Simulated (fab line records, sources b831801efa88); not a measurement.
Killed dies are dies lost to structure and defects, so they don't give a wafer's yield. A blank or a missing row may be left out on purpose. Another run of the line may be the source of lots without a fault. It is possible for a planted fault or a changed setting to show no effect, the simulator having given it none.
Matching of chambers -- flow sky130 -- 4 sister chambers for SKY_METAL3_ETCH_17 on rie diel-03
The step etches SiO2 in C4F8/O2/Ar, stops on TiN, time 3.9 s, target depth 15 nm. 27 wafers are shown with their chamber, then 12 later ones without.

## EACH WAFER AND ITS CHAMBER
wafer,chamber,oes product au (a.u.)
L074.2,0,0.767
L074.3,1,0.746
L074.4,3,0.762
L075.1,1,0.757
L075.2,2,0.748
L075.3,3,0.753
L075.4,0,0.760
L075.5,2,0.768
L075.6,1,0.754
L079.1,1,0.754
L079.3,2,0.763
L079.5,3,0.764
L081.1,2,0.752
L081.3,3,0.752
L081.4,0,0.758
L082.2,3,0.748
L082.5,2,0.756
L082.6,1,0.758
L083.3,2,0.752
L083.4,0,0.759
L083.6,2,0.751
L085.1,1,0.742
L085.2,3,0.741
L085.3,2,0.753
L085.4,0,0.759
L085.5,2,0.760
L085.6,1,0.749

SIGNATURES, as means of the wafers listed above
reading,chamber 0,chamber 1,chamber 2,chamber 3,scatter within a chamber
oes product au,0.76060,0.75143,0.75589,0.75333,0.00651
Rule: for each reading, subtract the chamber's mean from the wafer's reading, divide by that reading's scatter and square the result; add these up over the readings and take the root, which gives the wafer's distance from the chamber. If the next closest chamber is less than 2 further off than the closest, the wafer can't be placed; otherwise it belongs to the closest. How the scatter is found: for the shown wafers, subtract from each reading the mean of its chamber, square and add these, divide the total by (wafers less chambers), then take the root.

## WAFERS WITH NO CHAMBER GIVEN
wafer,oes product au (a.u.)
L090.1,0.746
L090.2,0.766
L090.5,0.770
L095.2,0.764
L095.4,0.761
L095.5,0.761
L096.1,0.753
L096.2,0.754
L096.3,0.765
L096.4,0.763
L096.5,0.760
L096.6,0.768

## WHICH CHAMBER EACH WENT THROUGH
wafer,from the rows above,in truth
L090.1,can't be placed: 1 or 3 or 2 or 0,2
L090.2,can't be placed: 0 or 2 or 3 or 1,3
L090.5,can't be placed: 0 or 2 or 3 or 1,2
L095.2,can't be placed: 0 or 2 or 3 or 1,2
L095.4,can't be placed: 0 or 2 or 3 or 1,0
L095.5,can't be placed: 0 or 2 or 3 or 1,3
L096.1,can't be placed: 3 or 1 or 2 or 0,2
L096.2,can't be placed: 3 or 2 or 1 or 0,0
L096.3,can't be placed: 0 or 2 or 3 or 1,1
L096.4,can't be placed: 0 or 2 or 3 or 1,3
L096.5,can't be placed: 0 or 2 or 3 or 1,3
L096.6,can't be placed: 0 or 2 or 3 or 1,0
0 of 12 placed correctly. From these rows, 12 cannot be placed; in 12 the true chamber is one of the candidates. 0 placed wrongly.
